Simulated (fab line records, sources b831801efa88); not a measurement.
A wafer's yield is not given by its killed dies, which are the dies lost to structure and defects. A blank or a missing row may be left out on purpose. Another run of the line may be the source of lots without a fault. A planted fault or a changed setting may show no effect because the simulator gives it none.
Struck lot and sound lot, side by side | flow sky130 | 15 out of 708 route steps
Sound: these wafers, L307.2, L307.4, L307.5. The struck wafers were L314.2, L314.4, L314.5. The cause is given at the end.
Each step with rows lists, per side, the tool, then ch with its chambers, then its first start. Under that, the readings that differ: sound wafers | struck wafers | difference of the means | sigmas: that difference in standard deviations of wafers without a fault.
alike: readings whose means differ by less than 2 such deviations, and words and numbers that are the same on both sides. not compared: withheld readings, readings that some wafer has no value for, bounds like >300 that may hide the same value, and numbers for which the record gives no deviation and whose values overlap.
A row with sigmas, a row that says differs or no value, or rows on one side alone: a step with any of these is where the two part. When numbers do not overlap yet have no deviation, they are printed without sigmas and do not part them. A reading missing from all wafers of one side parts the sides only when that side holds two or more wafers.

SKY_VIA3_CD_MEAS_12: the cd target is 200 nm.
  struck on cd sem-02, day 43 02:39; sound on cd sem-01, day 41 02:58
  alike: cd nm
SKY_VIA3_OVL_MEAS_13:
  struck on overlay-02, day 43 02:46; sound on overlay-02, day 41 03:04
  alike: VIA3_OVL
SKY_VIA3_ETCH_14: etches BARC in N2/H2, stops on SiO2, time 45.9 s, target depth 60 nm.
  sound on rie diel-01 ch 0,1,3, day 41 03:06; struck on rie diel-02 ch 0,1,2, day 43 02:47
  reading                | sound                | struck               | difference | sigmas
  throttle valve pct (%) | 13.224 13.224 13.213 | 13.241 13.226 13.253 | +0.020     | +2
  alike: drypump motor current A, h2 flow sccm, oes product au
  not compared: rf hours counter h
SKY_VIA3_ETCH_15: etches SiO2 in C4F8/O2/Ar, stops on TiN, target depth 507 nm, time 78 s.
  sound on rie diel-01 ch 0,1,3, day 41 03:08; struck on rie diel-02 ch 0,1,2, day 43 02:50
  alike: oes product au
  not compared: rf hours counter h
then, 4 steps without rows for these wafers: SKY_VIA3_STRIP_16 (strips in O2/N2); SKY_VIA3_STRIP_17 (strips in post etch residue remover, time 1200 s); SKY_VIA3_CLEAN_18 (cleans in IPA, time 180 s); SKY_VIA3_CLEAN_19 (cleans in O3/DIW).
SKY_VIA3_SPUTTER_20: material TiN, target thk 20 nm, time 80 s.
  struck on pvd sputter-04, day 43 03:32; sound on pvd sputter-02, day 41 03:53
  alike: throttle valve pct
SKY_VIA3_CVD_21: deposits W, target thk 390 nm, time 117.31 s.
  sound on cvd w-02 ch 0,1, day 41 03:56; struck on cvd w-02 ch 0,1, day 43 03:35
  alike: heater power w
SKY_VIA3_RS_MEAS_22: measurement is done with a four-point probe.
  struck on film metro-02, day 43 03:44; sound on film metro-04, day 41 04:05
  alike: VIA3_W_RS
SKY_VIA3_THK_MEAS_23: measures by xrf.
  struck on film metro-02, day 43 03:50; sound on film metro-04, day 41 04:11
  alike: VIA3_W_THK
SKY_VIA3_CMP_24: polishes, stops on SiO2, t overpolish 20 s, target thk 0 nm.
  sound on cmp-02 ch 0,2, day 41 04:28; struck on cmp-02 ch 1,2, day 43 03:53
  reading              | sound                | struck               | difference | sigmas
  overpolish run s (s) | 19.996 19.979 20.002 | 15.337 15.333 15.336 | -4.657     | -99 or more
  t overpolish s (s)   | 20 20 20             | 15.342 15.342 15.342 | -4.658     |
  alike: motor current A, slurry flow ml min, time to endpoint s
SKY_METAL4_SPUTTER_00: material Ti, target thk 15 nm, time 10 s.
  struck on pvd sputter-01, day 43 04:11; sound on pvd sputter-03, day 41 04:43
  alike: throttle valve pct
SKY_PAD_OPEN_PROBE_99:
  the record has rows for the sound wafers here (prober-01, day 46 22:27) and none for the struck ones

== WHERE THEY PART ==
At SKY_VIA3_ETCH_14 first; at SKY_PAD_OPEN_PROBE_99 last (within this record only).

WHY: the cause the simulator had injected
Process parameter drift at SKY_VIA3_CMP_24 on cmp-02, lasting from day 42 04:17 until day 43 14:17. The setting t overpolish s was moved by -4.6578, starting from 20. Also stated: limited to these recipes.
